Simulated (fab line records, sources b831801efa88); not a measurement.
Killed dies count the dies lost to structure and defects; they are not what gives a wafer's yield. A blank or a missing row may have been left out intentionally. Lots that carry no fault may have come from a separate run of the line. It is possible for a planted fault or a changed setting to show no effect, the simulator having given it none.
8D (eight disciplines) problem report, filled in by code | flow sky130 | the parts of the form that need people (team, actions taken, sign-off) are left out

1. THE PROBLEM
Wafers free of any fault read 1167 nm (standard deviation 12) for METAL5_ALCU_THK at SKY_METAL5_THK_MEAS_06, against a mean of 1368 nm on 6 wafers of 2 lots. That is +17 standard deviations from the usual mean.
The step: measures by xrf.
The first sign was on wafer L145.3 at day 44 08:37, on film metro-04. At this step, 30 wafers from 10 lots have a number in the record. Rule for "out", or "out of limits": more than 4 standard deviations from the usual mean. All remaining wafers that have a number are taken as sound.

2. WHAT IT IS, AND WHAT IT ISN'T
question                    | is                           | is not
which readings at this step | METAL5_ALCU_THK              | -
which lots                  | L144, L145                   | L139, L141, L142, L152, L153, L154, L157, L160
which wafers of those lots  | all that have a number       | -
read on which gauges        | film metro-02, film metro-04 | film metro-01
when                        | from day 44 08:37            | up to then (9 sound wafers); but 15 sound wafers of L152, L153, L154, L157, L160 came after

3. THE SUSPECTS, EACH WITH WHAT RULES IT OUT
Counting: a tool stays on the suspect list if, at a process step up to the reading, it processed all lots that are out and no sound lot following the first of them.
- the gauge at SKY_METAL5_THK_MEAS_06 is ruled out. 2 gauges (film metro-02, film metro-04) read the wafers that are out.
- pvd sputter-02 at SKY_METAL5_SPUTTER_04 (material TiN, target thk 70 nm, time 58.3 s): ruled out as a lasting fault. Sound lots L153, L154, L152, L157 ran on it after its first lot that is out, L145 (day 44 08:25).
Left after counting: nothing in the record.

4. THE CAUSE (what the simulator had put in)
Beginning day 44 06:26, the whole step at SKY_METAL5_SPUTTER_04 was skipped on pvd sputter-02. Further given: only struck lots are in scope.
The count ruled it out by mistake, since the rule takes a fault to strike every lot its tool runs from the start of the fault on, and this one did not do so.

5. THE CHAIN OF EFFECTS, in route order
Each row: a reading whose mean over the struck wafers that have a number lies more than 3 standard deviations from the usual. Only readings whose record carries a usual standard deviation are examined. hours: median over the lots of the time between each lot's start at the first step of this table that gives one and its start at this step. sigmas: the change, counted in usual standard deviations.
hours | step                     | reading         | usual      | on struck wafers | change | sigmas
0     | SKY_METAL5_THK_MEAS_06   | METAL5_ALCU_THK | 1167 nm    | 1368             | +200   | +17
22    | SKY_METAL5_METAL_ETCH_15 | oes product au  | 0.894 a.u. | 0.874            | -0.020 | -4.1
It contains these process steps:
- SKY_METAL5_METAL_ETCH_15: etches the open film in Cl2/BCl3, stops on SiO2, target depth 1260 nm, time 252 s.
Readings that are blank on the struck wafers while sound wafers have them: cathode dc power W at SKY_METAL5_SPUTTER_04; chamber pressure pa at SKY_METAL5_SPUTTER_04; throttle valve pct at SKY_METAL5_SPUTTER_04.

6. WHAT WOULD HAVE CAUGHT IT SOONER
In this record the first reading out of limits at a measuring or inspecting step was taken at day 44 08:37, 2 hours after the fault began at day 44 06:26.
At SKY_METAL5_SPUTTER_04 the tool's readings are blank on the struck wafers, where sound wafers have them: an empty tool record is the first sign, and it was there at once.
